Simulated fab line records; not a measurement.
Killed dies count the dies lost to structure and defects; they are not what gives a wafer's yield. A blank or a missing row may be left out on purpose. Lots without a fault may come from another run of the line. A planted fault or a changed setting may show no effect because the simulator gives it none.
Which of the tools did it? || flow gf180mcu || Sampling: 12 lots, 36 wafers, 6 of 602 route steps

## WHAT THE GAUGES READ, wafer by wafer
GF_M2_RS_MEAS_05: a four-point-probe measurement. Usual: M2_ALCU_RS gives 0.0691 ohm/sq (standard deviation 0.00078).
{"lot": "L629", "measured": "day 18 12:48", "on": "film_metro-03", "M2_ALCU_RS (ohm/sq)": "0.0694 0.0697 0.0697", "flag": ""}
{"lot": "L630", "measured": "day 19 01:19", "on": "film_metro-03", "M2_ALCU_RS (ohm/sq)": "0.0696 0.0691 0.0685", "flag": ""}
{"lot": "L632", "measured": "day 19 06:19", "on": "film_metro-03", "M2_ALCU_RS (ohm/sq)": "0.0687 0.0679 0.0689", "flag": ""}
{"lot": "L633", "measured": "day 19 20:49", "on": "film_metro-03", "M2_ALCU_RS (ohm/sq)": "0.0694 0.0687 0.0693", "flag": ""}
{"lot": "L634", "measured": "day 20 06:05", "on": "film_metro-02", "M2_ALCU_RS (ohm/sq)": "0.0696 0.0688 0.0693", "flag": ""}
{"lot": "L635", "measured": "day 20 16:12", "on": "film_metro-03", "M2_ALCU_RS (ohm/sq)": "0.0694 0.0708 0.0691", "flag": ""}
{"lot": "L636", "measured": "day 20 17:24", "on": "film_metro-04", "M2_ALCU_RS (ohm/sq)": "0.0695 0.0689 0.0691", "flag": ""}
{"lot": "L638", "measured": "day 21 16:50", "on": "film_metro-03", "M2_ALCU_RS (ohm/sq)": "0.0696 0.0697 0.0703", "flag": ""}
{"lot": "L645", "measured": "day 24 04:46", "on": "film_metro-04", "M2_ALCU_RS (ohm/sq)": "0.0649 0.0653 0.0647", "flag": "OFF"}
{"lot": "L646", "measured": "day 24 10:18", "on": "film_metro-03", "M2_ALCU_RS (ohm/sq)": "0.0651 0.0659 0.0646", "flag": "OFF"}
{"lot": "L648", "measured": "day 25 04:36", "on": "film_metro-03", "M2_ALCU_RS (ohm/sq)": "0.0683 0.0675 0.0683", "flag": ""}
{"lot": "L651", "measured": "day 26 05:24", "on": "film_metro-02", "M2_ALCU_RS (ohm/sq)": "0.0683 0.0690 0.0690", "flag": ""}

GF_M2_THK_MEAS_06: measures by xrf. Usual: M2_ALCU_THK gives 444 nm (standard deviation 5.5).
{"lot": "L629", "measured": "day 18 12:55", "on": "film_metro-03", "M2_ALCU_THK (nm)": "441 440 438", "flag": ""}
{"lot": "L630", "measured": "day 19 01:26", "on": "film_metro-03", "M2_ALCU_THK (nm)": "442 446 449", "flag": ""}
{"lot": "L632", "measured": "day 19 06:25", "on": "film_metro-03", "M2_ALCU_THK (nm)": "446 452 443", "flag": ""}
{"lot": "L633", "measured": "day 19 20:55", "on": "film_metro-03", "M2_ALCU_THK (nm)": "442 448 443", "flag": ""}
{"lot": "L634", "measured": "day 20 06:13", "on": "film_metro-02", "M2_ALCU_THK (nm)": "439 444 441", "flag": ""}
{"lot": "L635", "measured": "day 20 16:19", "on": "film_metro-03", "M2_ALCU_THK (nm)": "439 432 442", "flag": ""}
{"lot": "L636", "measured": "day 20 17:30", "on": "film_metro-04", "M2_ALCU_THK (nm)": "445 447 446", "flag": ""}
{"lot": "L638", "measured": "day 21 16:58", "on": "film_metro-03", "M2_ALCU_THK (nm)": "439 438 435", "flag": ""}
{"lot": "L645", "measured": "day 24 04:53", "on": "film_metro-04", "M2_ALCU_THK (nm)": "474 473 476", "flag": "OFF"}
{"lot": "L646", "measured": "day 24 10:25", "on": "film_metro-03", "M2_ALCU_THK (nm)": "470 465 470", "flag": "OFF"}
{"lot": "L648", "measured": "day 25 04:43", "on": "film_metro-03", "M2_ALCU_THK (nm)": "448 453 449", "flag": ""}
{"lot": "L651", "measured": "day 26 05:31", "on": "film_metro-02", "M2_ALCU_THK (nm)": "450 442 444", "flag": ""}

## WHICH TOOL RAN EACH LOT (tool, then ch and the chambers of the sampled wafers, then the start)
{"lot": "L629", "GF_CONTACT_SPUTTER_23": "pvd_sputter-04, day 16 11:18", "GF_V1_CVD_02": "pecvd-02 ch 0,1,2, day 17 11:50", "GF_V1_CVD_23": "cvd_w-02 ch 0,1, day 18 11:58", "GF_M2_SPUTTER_02": "pvd_sputter-01, day 18 12:41"}
{"lot": "L630", "GF_CONTACT_SPUTTER_23": "pvd_sputter-04, day 16 23:35", "GF_V1_CVD_02": "pecvd-03 ch 0,1,2, day 17 23:42", "GF_V1_CVD_23": "cvd_w-01 ch 0,1, day 19 00:30", "GF_M2_SPUTTER_02": "pvd_sputter-03, day 19 01:13"}
{"lot": "L632", "GF_CONTACT_SPUTTER_23": "pvd_sputter-01, day 17 03:14", "GF_V1_CVD_02": "pecvd-02 ch 0,1,2, day 18 04:05", "GF_V1_CVD_23": "cvd_w-02 ch 0,1, day 19 05:29", "GF_M2_SPUTTER_02": "pvd_sputter-03, day 19 06:12"}
{"lot": "L633", "GF_CONTACT_SPUTTER_23": "pvd_sputter-04, day 17 16:02", "GF_V1_CVD_02": "pecvd-01 ch 0,1,2, day 18 17:57", "GF_V1_CVD_23": "cvd_w-01 ch 0,1, day 19 19:59", "GF_M2_SPUTTER_02": "pvd_sputter-01, day 19 20:42"}
{"lot": "L634", "GF_CONTACT_SPUTTER_23": "pvd_sputter-04, day 18 01:55", "GF_V1_CVD_02": "pecvd-03 ch 0,2, day 19 03:09", "GF_V1_CVD_23": "cvd_w-01 ch 0,1, day 20 05:08", "GF_M2_SPUTTER_02": "pvd_sputter-01, day 20 06:00"}
{"lot": "L635", "GF_CONTACT_SPUTTER_23": "pvd_sputter-03, day 18 11:18", "GF_V1_CVD_02": "pecvd-01 ch 1,2, day 19 13:15", "GF_V1_CVD_23": "cvd_w-02 ch 0,1, day 20 15:14", "GF_M2_SPUTTER_02": "pvd_sputter-01, day 20 16:07"}
{"lot": "L636", "GF_CONTACT_SPUTTER_23": "pvd_sputter-03, day 18 13:30", "GF_V1_CVD_02": "pecvd-02 ch 0,1,2, day 19 15:05", "GF_V1_CVD_23": "cvd_w-02 ch 0,1, day 20 16:35", "GF_M2_SPUTTER_02": "pvd_sputter-03, day 20 17:16"}
{"lot": "L638", "GF_CONTACT_SPUTTER_23": "pvd_sputter-03, day 19 12:35", "GF_V1_CVD_02": "pecvd-02 ch 0,2, day 20 14:22", "GF_V1_CVD_23": "cvd_w-02 ch 0,1, day 21 16:01", "GF_M2_SPUTTER_02": "pvd_sputter-03, day 21 16:45"}
{"lot": "L645", "GF_CONTACT_SPUTTER_23": "pvd_sputter-03, day 22 03:06", "GF_V1_CVD_02": "pecvd-02 ch 1,2, day 23 03:46", "GF_V1_CVD_23": "cvd_w-02 ch 0,1, day 24 03:57", "GF_M2_SPUTTER_02": "pvd_sputter-01, day 24 04:40"}
{"lot": "L646", "GF_CONTACT_SPUTTER_23": "pvd_sputter-01, day 22 08:50", "GF_V1_CVD_02": "pecvd-02 ch 0,2, day 23 09:14", "GF_V1_CVD_23": "cvd_w-01 ch 0,1, day 24 09:29", "GF_M2_SPUTTER_02": "pvd_sputter-01, day 24 10:13"}
{"lot": "L648", "GF_CONTACT_SPUTTER_23": "pvd_sputter-01, day 23 04:41", "GF_V1_CVD_02": "pecvd-02 ch 0,1,2, day 24 05:02", "GF_V1_CVD_23": "cvd_w-01 ch 0,1, day 25 03:47", "GF_M2_SPUTTER_02": "pvd_sputter-03, day 25 04:31"}
{"lot": "L651", "GF_CONTACT_SPUTTER_23": "pvd_sputter-04, day 24 06:06", "GF_V1_CVD_02": "pecvd-02 ch 0,1,2, day 25 06:11", "GF_V1_CVD_23": "cvd_w-02 ch 0,1, day 26 04:35", "GF_M2_SPUTTER_02": "pvd_sputter-03, day 26 05:18"}
- GF_CONTACT_SPUTTER_23: material TiN, target thk 10 nm, time 40 s.
- GF_V1_CVD_02: deposits SiO2 from TEOS, target thk 850 nm, time 94.851 s.
- GF_V1_CVD_23: deposits W, target thk 350 nm, time 105.05 s.
- GF_M2_SPUTTER_02: material AlCu, target thk 450 nm, time 23.9 s.

## AS READ BY THE TOOLS THEMSELVES (means over the sampled wafers that have a number; for cases with no such wafer, the mark the record gives instead)
GF_CONTACT_SPUTTER_23. Usual: cathode_dc_power_W 4000.0 W, standard deviation 0.73; throttle_valve_pct 29.9 %, standard deviation 1.3.
{"lot": "L629", "tool": "pvd_sputter-04", "cathode_dc_power_W (W)": 4000.2, "throttle_valve_pct (%)": 28.9, "flag": ""}
{"lot": "L630", "tool": "pvd_sputter-04", "cathode_dc_power_W (W)": 4000.1, "throttle_valve_pct (%)": 30.2, "flag": ""}
{"lot": "L632", "tool": "pvd_sputter-01", "cathode_dc_power_W (W)": 3999.1, "throttle_valve_pct (%)": 29.5, "flag": ""}
{"lot": "L633", "tool": "pvd_sputter-04", "cathode_dc_power_W (W)": 4000.0, "throttle_valve_pct (%)": 29.3, "flag": ""}
{"lot": "L634", "tool": "pvd_sputter-04", "cathode_dc_power_W (W)": 4000.2, "throttle_valve_pct (%)": 30.1, "flag": ""}
{"lot": "L635", "tool": "pvd_sputter-03", "cathode_dc_power_W (W)": 3999.6, "throttle_valve_pct (%)": 30.5, "flag": ""}
{"lot": "L636", "tool": "pvd_sputter-03", "cathode_dc_power_W (W)": 4000.3, "throttle_valve_pct (%)": 29.3, "flag": ""}
{"lot": "L638", "tool": "pvd_sputter-03", "cathode_dc_power_W (W)": 4000.0, "throttle_valve_pct (%)": 29.4, "flag": ""}
{"lot": "L645", "tool": "pvd_sputter-03", "cathode_dc_power_W (W)": 3999.3, "throttle_valve_pct (%)": 29.2, "flag": ""}
{"lot": "L646", "tool": "pvd_sputter-01", "cathode_dc_power_W (W)": 3999.4, "throttle_valve_pct (%)": 28.9, "flag": ""}
{"lot": "L648", "tool": "pvd_sputter-01", "cathode_dc_power_W (W)": 4000.4, "throttle_valve_pct (%)": 29.7, "flag": ""}
{"lot": "L651", "tool": "pvd_sputter-04", "cathode_dc_power_W (W)": 4000.2, "throttle_valve_pct (%)": 30.1, "flag": ""}

GF_V1_CVD_02. Usual: 651 W for heater_power_w, sd 63.
{"lot": "L629", "tool": "pecvd-02", "heater_power_w (W)": 657, "flag": ""}
{"lot": "L630", "tool": "pecvd-03", "heater_power_w (W)": 619, "flag": ""}
{"lot": "L632", "tool": "pecvd-02", "heater_power_w (W)": 662, "flag": ""}
{"lot": "L633", "tool": "pecvd-01", "heater_power_w (W)": 669, "flag": ""}
{"lot": "L634", "tool": "pecvd-03", "heater_power_w (W)": 614, "flag": ""}
{"lot": "L635", "tool": "pecvd-01", "heater_power_w (W)": 638, "flag": ""}
{"lot": "L636", "tool": "pecvd-02", "heater_power_w (W)": 651, "flag": ""}
{"lot": "L638", "tool": "pecvd-02", "heater_power_w (W)": 621, "flag": ""}
{"lot": "L645", "tool": "pecvd-02", "heater_power_w (W)": 645, "flag": ""}
{"lot": "L646", "tool": "pecvd-02", "heater_power_w (W)": 619, "flag": ""}
{"lot": "L648", "tool": "pecvd-02", "heater_power_w (W)": 663, "flag": ""}
{"lot": "L651", "tool": "pecvd-02", "heater_power_w (W)": 676, "flag": ""}

GF_V1_CVD_23. Usual: 978 W for heater_power_w, sd 65.
{"lot": "L629", "tool": "cvd_w-02", "heater_power_w (W)": 1009, "flag": ""}
{"lot": "L630", "tool": "cvd_w-01", "heater_power_w (W)": 981, "flag": ""}
{"lot": "L632", "tool": "cvd_w-02", "heater_power_w (W)": 1008, "flag": ""}
{"lot": "L633", "tool": "cvd_w-01", "heater_power_w (W)": 976, "flag": ""}
{"lot": "L634", "tool": "cvd_w-01", "heater_power_w (W)": 991, "flag": ""}
{"lot": "L635", "tool": "cvd_w-02", "heater_power_w (W)": 955, "flag": ""}
{"lot": "L636", "tool": "cvd_w-02", "heater_power_w (W)": 996, "flag": ""}
{"lot": "L638", "tool": "cvd_w-02", "heater_power_w (W)": 1012, "flag": ""}
{"lot": "L645", "tool": "cvd_w-02", "heater_power_w (W)": 958, "flag": ""}
{"lot": "L646", "tool": "cvd_w-01", "heater_power_w (W)": 948, "flag": ""}
{"lot": "L648", "tool": "cvd_w-01", "heater_power_w (W)": 944, "flag": ""}
{"lot": "L651", "tool": "cvd_w-02", "heater_power_w (W)": 1024, "flag": ""}

GF_M2_SPUTTER_02. Usual: cathode_dc_power_W 10600 W, standard deviation 1.9; throttle_valve_pct 29.7 %, standard deviation 1.2.
{"lot": "L629", "tool": "pvd_sputter-01", "cathode_dc_power_W (W)": 10599, "throttle_valve_pct (%)": 29.0, "flag": ""}
{"lot": "L630", "tool": "pvd_sputter-03", "cathode_dc_power_W (W)": 10600, "throttle_valve_pct (%)": 29.9, "flag": ""}
{"lot": "L632", "tool": "pvd_sputter-03", "cathode_dc_power_W (W)": 10599, "throttle_valve_pct (%)": 29.5, "flag": ""}
{"lot": "L633", "tool": "pvd_sputter-01", "cathode_dc_power_W (W)": 10599, "throttle_valve_pct (%)": 29.4, "flag": ""}
{"lot": "L634", "tool": "pvd_sputter-01", "cathode_dc_power_W (W)": 10600, "throttle_valve_pct (%)": 28.5, "flag": ""}
{"lot": "L635", "tool": "pvd_sputter-01", "cathode_dc_power_W (W)": 10598, "throttle_valve_pct (%)": 29.2, "flag": ""}
{"lot": "L636", "tool": "pvd_sputter-03", "cathode_dc_power_W (W)": 10600, "throttle_valve_pct (%)": 30.0, "flag": ""}
{"lot": "L638", "tool": "pvd_sputter-03", "cathode_dc_power_W (W)": 10603, "throttle_valve_pct (%)": 30.7, "flag": ""}
{"lot": "L645", "tool": "pvd_sputter-01", "cathode_dc_power_W (W)": 11349, "throttle_valve_pct (%)": 29.8, "flag": "OFF"}
{"lot": "L646", "tool": "pvd_sputter-01", "cathode_dc_power_W (W)": 11349, "throttle_valve_pct (%)": 29.7, "flag": "OFF"}
{"lot": "L648", "tool": "pvd_sputter-03", "cathode_dc_power_W (W)": 10600, "throttle_valve_pct (%)": 29.3, "flag": ""}
{"lot": "L651", "tool": "pvd_sputter-03", "cathode_dc_power_W (W)": 10599, "throttle_valve_pct (%)": 30.0, "flag": ""}

## THE ANSWER, worked out from the rows above alone
Rule: a lot counts as off when the mean over its wafers that have a number is more than 3 standard deviations away from the usual mean. Also off: a lot with no number at a reading for which 4 or more lots have one. Where the step has rows for the other lots, those lots are counted as sound. The gauges are gone through in route order, then the tools' own readings, and for those a lot's mean is taken as printed above. The first step at which some lot is off is used, and at that step the reading that is off furthest; a lot without a number counts as furthest.
Off: at GF_M2_RS_MEAS_05 (M2_ALCU_RS), L645, L646.
If a tool, at a process step before that reading, ran all the lots that are off and no sound lot after the first of them, it fits. The gauges at GF_M2_RS_MEAS_05 aren't tried: what is off there is off at GF_M2_SPUTTER_02 too, on other tools, and a gauge's error can't cause that. One fits: pvd_sputter-01 at GF_M2_SPUTTER_02. Its last sound lot is L635 (day 20 16:07), its first lot that is off L645 (day 24 04:40): a fault that began between those two fits.
The tool's own readings at GF_M2_SPUTTER_02 bear it out: on the lots that are off they differ by more than 5 times the standard deviation of the sound lots' means. cathode_dc_power_W reads 11349 W there against 10600 W on the sound lots.

## WHAT THE SIMULATOR HAD INSERTED
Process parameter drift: pvd_sputter-01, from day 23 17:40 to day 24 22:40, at GF_M2_SPUTTER_02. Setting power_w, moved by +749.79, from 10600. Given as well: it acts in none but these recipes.
Struck lots among those shown: L645, L646. The rule above reached the same finding.
